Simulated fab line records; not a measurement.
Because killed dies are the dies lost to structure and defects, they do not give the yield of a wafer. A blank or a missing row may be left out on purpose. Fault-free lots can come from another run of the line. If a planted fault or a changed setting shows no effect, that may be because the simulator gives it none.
A struck lot beside a sound one | flow sky130 | 13 steps out of a route of 708
Sound: wafers L706.1, L706.3, L706.6. Wafers L715.1, L715.2, L715.5 were the ones struck. The cause is given at the end.
For every step that has rows: the tool of each side, followed by ch and its chambers, followed by its first start. Under that, the readings that differ: sound wafers | struck wafers | difference of the means | sigmas: that difference in standard deviations of wafers without a fault.
alike: words and numbers the same on both sides, and readings whose means are apart by under 2 such deviations; not compared: readings that were withheld, readings missing a value for some wafer, numbers with overlapping values and no deviation given by the record, and bounds like >300 which may hide the same value.
The two part at a step that has a row with sigmas, a row that says differs or no value, or rows on one side only. Numbers that have no deviation but don't overlap get no sigmas and don't part them. A reading that every wafer of one side lacks parts them only if that side has two wafers or more.

SKY_FIELD_ISO_BOW_MEAS_00:
  struck on film_metro-01, day 4 03:00; sound on film_metro-01, day 2 06:00
  alike: INCOMING_BOW
then, 1 step without rows for these wafers: SKY_FIELD_ISO_OXIDATION_01 (stabilise 600 s, purge 300 s, target thk 12 nm).
SKY_FIELD_ISO_THK_MEAS_02:
  struck on film_metro-02, day 4 07:58; sound on film_metro-02, day 2 09:34
  alike: FIELD_ISO_OXIDATION_00_THK
then, 1 step without rows for these wafers: SKY_FIELD_ISO_CVD_03 (deposits Si3N4 from DCS/NH3, target thk 165 nm, time 2830 s).
SKY_FIELD_ISO_THK_MEAS_04:
  struck on film_metro-03, day 4 09:49; sound on film_metro-03, day 2 14:55
  alike: FIELD_ISO_CVD_03_THK
then, 6 steps without rows for these wafers: SKY_FIELD_ISO_DEHYDRATE_05 (time 60 s); SKY_FIELD_ISO_HMDS_06 (prime time 60 s); SKY_FIELD_ISO_COAT_07 (resist thk 60 nm); SKY_FIELD_ISO_COAT_08 (resist thk 450 nm); SKY_FIELD_ISO_SOFTBAKE_09 (time 90 s); SKY_FIELD_ISO_EXPOSE_10 (exposes mask FOM, target cd 150 nm).
SKY_FIELD_ISO_PEB_11:
  sound on litho_track-04 ch 0, day 3 06:00; struck on litho_track-02, day 5 02:00
  reading         | sound          | struck | difference                    | sigmas
  exhaust_pa (Pa) | 45.1 45.1 44.3 | - - -  | no value on the struck wafers |
  not compared: chill_plate_temp_C, resist_line_temp_C
then, 1 step without rows for these wafers: SKY_FIELD_ISO_DEVELOP_12 (develop time 60 s).

## WHERE THEY PART
Only at SKY_FIELD_ISO_PEB_11, within this record.

WHY: what the simulator had put in
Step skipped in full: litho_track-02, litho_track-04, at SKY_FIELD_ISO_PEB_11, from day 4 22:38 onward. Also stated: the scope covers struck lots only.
